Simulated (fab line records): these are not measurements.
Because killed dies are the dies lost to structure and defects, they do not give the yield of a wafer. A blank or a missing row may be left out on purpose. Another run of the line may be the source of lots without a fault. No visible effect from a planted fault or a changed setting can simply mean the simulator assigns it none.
Problem report in the 8D (eight disciplines) form, filled by code	flow gf180mcu	the parts of the form that need people (team, actions taken, sign-off) are left out

1. THE ISSUE
tubeCenterTempC at GF_DUAL_GATE_OXIDATION_15 reads a mean of 867.24 C on 6 wafers of 2 lots; wafers without a fault read 849.99 C with a standard deviation of 0.076. So: +99 or more standard deviations from the usual mean.
The step: stabilise 600 s, purge 300 s, target thk 7.098 nm.
First observed at day 10 22:14: wafer L229.1, on furnace-01. The record has a number at this step for 36 wafers belonging to 12 lots. Rule for "out" (also "out of limits"): further than 4 standard deviations from the usual mean. The other wafers with a number count as sound.

2. WHAT THIS IS AND IS NOT
question	is	is not
which readings at this step	tubeCenterTempC, spikeTcBottomC, spikeTcCentreC, spikeTcLowerC, spikeTcTopC, spikeTcUpperC, tube_center_temp_C_max	-
which lots	L229, L231	L220, L221, L222, L225, L235, L239, L240, L241, L242, L243
which wafers of those lots	all that have a number	-
read on which tools	furnace-01	furnace-02
when	from day 10 22:14	up to then (12 sound wafers); but 18 sound wafers of L235, L239, L240, L241, L242, L243 came after

3. THE SUSPECTS, EACH WITH WHAT RULES IT OUT
Counting: a tool at any process step up to the reading remains a suspect when it ran all the lots that are out and ran no sound lot after the first of those.
- furnace-01 at GF_DUAL_GATE_OXIDATION_15 (stabilise 600 s, purge 300 s, target thk 7.098 nm): ruled out as a lasting fault. After its first lot that is out, L229 (day 10 22:14), sound lots L239, L240, L242 ran on it.
Left after counting: nothing in the record.

4. THE CAUSE (what the simulator had put in)
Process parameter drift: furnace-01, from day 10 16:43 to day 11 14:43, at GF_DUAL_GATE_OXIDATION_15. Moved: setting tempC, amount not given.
Counting ruled it out, wrongly.

5. THE CHAIN OF EFFECTS, in route order
Each row: a reading whose mean over the struck wafers that have a number lies more than 3 standard deviations from the usual. Readings are gone through only where the record gives a usual standard deviation; hours: the median, over the lots, of the time from a lot's start at the first step in this table giving one to that lot's start at this step; sigmas: the change measured in usual standard deviations.
hours	step	reading	usual	on struck wafers	change	sigmas
0	GF_DUAL_GATE_OXIDATION_15	spikeTcBottomC	868.2 C	885.9	+17.7	+16
0	GF_DUAL_GATE_OXIDATION_15	spikeTcCentreC	850.6 C	868.9	+18.3	+13
0	GF_DUAL_GATE_OXIDATION_15	spikeTcLowerC	851.1 C	868.7	+17.6	+13
0	GF_DUAL_GATE_OXIDATION_15	spikeTcTopC	863.9 C	882.4	+18.5	+10
0	GF_DUAL_GATE_OXIDATION_15	spikeTcUpperC	850.1 C	867.7	+17.6	+18
0	GF_DUAL_GATE_OXIDATION_15	tubeCenterTempC	849.99 C	867.24	+17.25	+99 or more
0	GF_DUAL_GATE_OXIDATION_15	tube_center_temp_C_max	852.2	869.5	+17.3	+49
Its process steps:
- GF_DUAL_GATE_OXIDATION_15: stabilise 600 s, purge 300 s, target thk 7.098 nm.
At these later measuring or inspecting steps, every struck wafer for which the step has a row has a number for every such reading, and none has moved that far: GF_V2_BOW_MEAS_05.

6. HOW IT WOULD HAVE BEEN CAUGHT EARLIER
In this record no reading fell out of limits until day 10 22:14, 6 hours after the fault had begun at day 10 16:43.
